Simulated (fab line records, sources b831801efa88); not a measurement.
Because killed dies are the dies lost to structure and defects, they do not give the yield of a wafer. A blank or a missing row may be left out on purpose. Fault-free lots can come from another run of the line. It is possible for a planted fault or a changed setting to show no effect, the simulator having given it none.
One fault through the eyes of 2 desks | flow sky130 | only its own numbers are on each desk; what lay behind them is given at the end

== AT THE TOOL OWNER'S DESK: litho track-03 ==
The tool's own readings at SKY_LOCAL_INTERCONNECT_COAT_05 (resist thk 60 nm): means of the sampled wafers that have a number, for each lot that ran on this tool. Marked OUT: a lot whose mean sits more than 4 standard deviations from the usual mean, which makes it out of limits; the brackets give that distance.
Columns: A = spin speed rpm at SKY_LOCAL_INTERCONNECT_COAT_05, usual 3000.1 rpm
lot  | first seen here | A
L117 | day 29 20:29    | 2998.6
L124 | day 32 07:47    | 2100.3 (-99 or more) OUT
L125 | day 33 06:37    | 2100.3 (-99 or more) OUT
L133 | day 35 17:16    | 2999.7
L134 | day 35 18:23    | 2999.7
L137 | day 37 03:34    | 3000.8
L138 | day 37 05:35    | 3001.2
This desk's verdict: out of limits on L124, L125, starting with L124 at day 32 07:47 (spin speed rpm at SKY_LOCAL_INTERCONNECT_COAT_05). In limits: L117, L133, L134, L137, L138.

== THE METROLOGY DESK ==
Means of the sampled wafers that have a number, per lot and without regard to the tool the lot ran on: this is what the gauges read. Marked OUT: a lot whose mean sits more than 4 standard deviations from the usual mean, which makes it out of limits; the brackets give that distance.
Columns: A = LI_CONTACT_W_RS at SKY_LI_CONTACT_RS_MEAS_22, usual 0.2863 ohm/sq; B = LOCAL_INTERCONNECT_TIN_THK at SKY_LOCAL_INTERCONNECT_THK_MEAS_02, usual 102.4 nm
lot  | first seen here | A      | B
L117 | day 29 06:23    | 0.2850 | 103.9
L118 | day 29 16:46    | 0.2857 | 103.4
L124 | day 31 18:13    | 0.2855 | 102.7
L125 | day 32 16:54    | 0.2854 | 103.0
L126 | day 32 21:19    | 0.2827 | 103.0
L128 | day 33 15:21    | 0.2844 | 102.4
L132 | day 35 00:53    | 0.2891 | 101.7
L133 | day 35 03:39    | 0.2852 | 102.2
L134 | day 35 04:59    | 0.2861 | 102.1
L137 | day 36 14:07    | 0.2870 | 101.2
L138 | day 36 16:14    | 0.2853 | 101.7
This desk's verdict: no lot among the 11 shows anything out of limits.

== TAKEN TOGETHER ==
At day 32 07:47, on L124, L125, the tool owner's desk was in a position to raise an alarm.
From the metrology desk's view, nothing was out of limits.
The metrology desk holds a record of L124, L125, inside its limits.
SKY_LOCAL_INTERCONNECT_COAT_05 was run on litho track-03 by each of the lots named.

== WHAT HAD BEEN PUT IN BY THE SIMULATOR ==
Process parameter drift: litho track-03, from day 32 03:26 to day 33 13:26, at SKY_LOCAL_INTERCONNECT_COAT_05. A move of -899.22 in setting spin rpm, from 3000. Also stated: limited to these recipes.
Shown lots that were struck: L124, L125.
Hours from the fault's start to each desk's first reading out of limits: the tool owner's desk, 4.
